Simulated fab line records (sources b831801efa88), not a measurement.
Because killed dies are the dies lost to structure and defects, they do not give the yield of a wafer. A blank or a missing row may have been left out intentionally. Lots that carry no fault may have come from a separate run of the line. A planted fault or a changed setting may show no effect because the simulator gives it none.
Which tool did it?	flow gf180mcu	Sampling: 12 lots, 36 wafers, 5 of 602 route steps

WHAT THE GAUGES SHOWED, per wafer
GF_HV_LDD_CD_MEAS_19 targets a cd of 400 nm.
lot	measured	on	cd_nm (nm)
L389	day 11 01:50	cd_sem-01	405.3 404.6 404.4
L390	day 11 10:44	cd_sem-01	397.9 400.8 398.8
L392	day 11 22:31	cd_sem-01	401.9 403.1 403.2
L393	day 12 09:36	cd_sem-02	403.3 401.3 403.1
L398	day 13 21:49	cd_sem-02	400.7 401.1 401.9
L400	day 14 11:17	cd_sem-02	399.3 398.3 401.4
L401	day 14 21:33	cd_sem-01	400.3 401.6 400.2
L403	day 15 21:35	cd_sem-01	402.1 398.4 400.7
L404	day 16 05:37	cd_sem-02	401.0 397.6 398.4
L407	day 16 19:11	cd_sem-02	398.9 398.8 399.7
L408	day 17 04:02	cd_sem-02	402.4 402.1 400.5
L409	day 17 12:28	cd_sem-02	398.1 398.4 396.6

GF_HV_LDD_TW_MEAS_38.
lot	measured	on	HV_LDD_3_TW
L389	day 11 21:38	film_metro-04	1439 1434 1437
L390	day 12 06:45	film_metro-02	1420 1422 1414
L392	day 12 18:32	film_metro-02	1418 1413 1412
L393	day 13 06:12	film_metro-02	1411 1414 1418
L398	day 14 19:29	film_metro-02	1416 1423 1415
L400	day 15 09:43	film_metro-04	1343 1344 1334
L401	day 15 19:48	film_metro-04	1338 1340 1338
L403	day 16 20:41	film_metro-04	1429 1432 1438
L404	day 17 05:40	film_metro-04	1432 1437 1436
L407	day 17 18:28	film_metro-04	1429 1436 1424
L408	day 18 03:59	film_metro-04	1431 1438 1431
L409	day 18 13:05	film_metro-01	1429 1428 1421

GF_HV_LDD_RS_MEAS_53: the measuring method here is four-point-probe.
lot	measured	on	HV_LDD_RS (ohm/sq)
L389	day 12 17:10	film_metro-04	416.7 418.4 418.3
L390	day 13 01:19	film_metro-04	418.3 418.8 419.6
L392	day 13 13:25	film_metro-04	419.4 419.8 418.5
L393	day 14 02:56	film_metro-02	418.3 418.6 418.9
L398	day 15 17:06	film_metro-01	416.6 417.3 417.8
L400	day 16 07:42	film_metro-02	437.1 435.6 436.0
L401	day 16 18:13	film_metro-02	436.3 437.5 438.2
L403	day 17 19:25	film_metro-02	418.8 418.9 417.4
L404	day 18 05:12	film_metro-04	419.4 419.8 419.8
L407	day 18 18:37	film_metro-04	420.4 421.1 421.8
L408	day 19 04:24	film_metro-04	419.7 418.9 418.6
L409	day 19 14:18	film_metro-01	416.8 417.9 417.0

GF_HV_LDD_THK_MEAS_55.
lot	measured	on	HV_LDD_CVD_54_THK (nm)
L389	day 12 18:18	film_metro-04	10.10 10.01 10.07
L390	day 13 02:56	film_metro-04	9.90 10.12 9.96
L392	day 13 14:34	film_metro-04	10.21 10.09 10.21
L393	day 14 04:04	film_metro-02	10.05 9.98 10.26
L398	day 15 18:15	film_metro-04	9.98 9.91 10.03
L400	day 16 08:49	film_metro-04	10.17 10.19 10.15
L401	day 16 20:01	film_metro-01	9.93 9.93 9.97
L403	day 17 20:33	film_metro-04	9.74 9.90 9.75
L404	day 18 06:35	film_metro-01	9.99 10.08 9.96
L407	day 18 19:45	film_metro-02	10.22 10.23 10.19
L408	day 19 05:32	film_metro-02	10.35 10.10 9.97
L409	day 19 15:26	film_metro-02	9.86 9.88 9.97

WHAT TOOL EACH LOT RAN ON (gives the tool, then ch and the chambers of the sampled wafers, and finally the start)
lot	GF_HV_LDD_IMPLANT_33
L389	implanter-03 ch 0, day 11 20:57
L390	implanter-01 ch 0, day 12 06:06
L392	implanter-03 ch 0, day 12 17:50
L393	implanter-04 ch 0, day 13 05:30
L398	implanter-01 ch 0, day 14 18:47
L400	implanter-03 ch 0, day 15 09:03
L401	implanter-03 ch 0, day 15 19:06
L403	implanter-04 ch 0, day 16 20:00
L404	implanter-04 ch 0, day 17 04:59
L407	implanter-01 ch 0, day 17 17:47
L408	implanter-03 ch 0, day 18 03:18
L409	implanter-04 ch 0, day 18 12:23
- GF_HV_LDD_IMPLANT_33

AS READ BY THE TOOLS THEMSELVES (means over the sampled wafers that have a number; for cases with no such wafer, the mark the record gives instead)
GF_HV_LDD_IMPLANT_33.
lot	tool	dose_ions_cm2	faraday_current_uA
L389	implanter-03	7.496e+12	41.6
L390	implanter-01	7.515e+12	42.8
L392	implanter-03	7.508e+12	42.5
L393	implanter-04	7.496e+12	42.4
L398	implanter-01	7.499e+12	41.6
L400	implanter-03	9.127e+11	5.1
L401	implanter-03	9.210e+11	5.1
L403	implanter-04	7.486e+12	42.3
L404	implanter-04	7.503e+12	42.6
L407	implanter-01	7.510e+12	42.4
L408	implanter-03	7.502e+12	42.1
L409	implanter-04	7.498e+12	42.5

THE ANSWER, worked out from the rows above alone
Rule: what is usual is taken from the lots themselves. The widest of any qualifying gaps counts: lots, ordered by their means at a reading, are off when they make up no more than a third of the lots, leave a main group of 4 or more, and stand apart from it by 3 or more times the standard deviation of that group's means. The tables above print the reading to a certain number of digits; a main group whose means all agree to those digits is not used. A lot without any number at a reading at which 4 lots or more have one is off too. All remaining lots with rows at the step are treated as sound. First the gauges in route order, then the tools' own readings, where a lot's mean is used as printed above. The first step at which some lot is off is used, and at that step the reading that is off furthest; a lot without a number counts as furthest.
Off: L400, L401, at GF_HV_LDD_TW_MEAS_38 (HV_LDD_3_TW). The main group: mean 1426, standard deviation 8.4.
If a tool, at a process step before that reading, ran all the lots that are off and no sound lot after the first of them, it fits. The gauges at GF_HV_LDD_TW_MEAS_38 aren't tried: what is off there is off at GF_HV_LDD_RS_MEAS_53 too, on other tools, and a gauge's error can't cause that. None of those tried fits.

WHAT THE SIMULATOR PUT IN
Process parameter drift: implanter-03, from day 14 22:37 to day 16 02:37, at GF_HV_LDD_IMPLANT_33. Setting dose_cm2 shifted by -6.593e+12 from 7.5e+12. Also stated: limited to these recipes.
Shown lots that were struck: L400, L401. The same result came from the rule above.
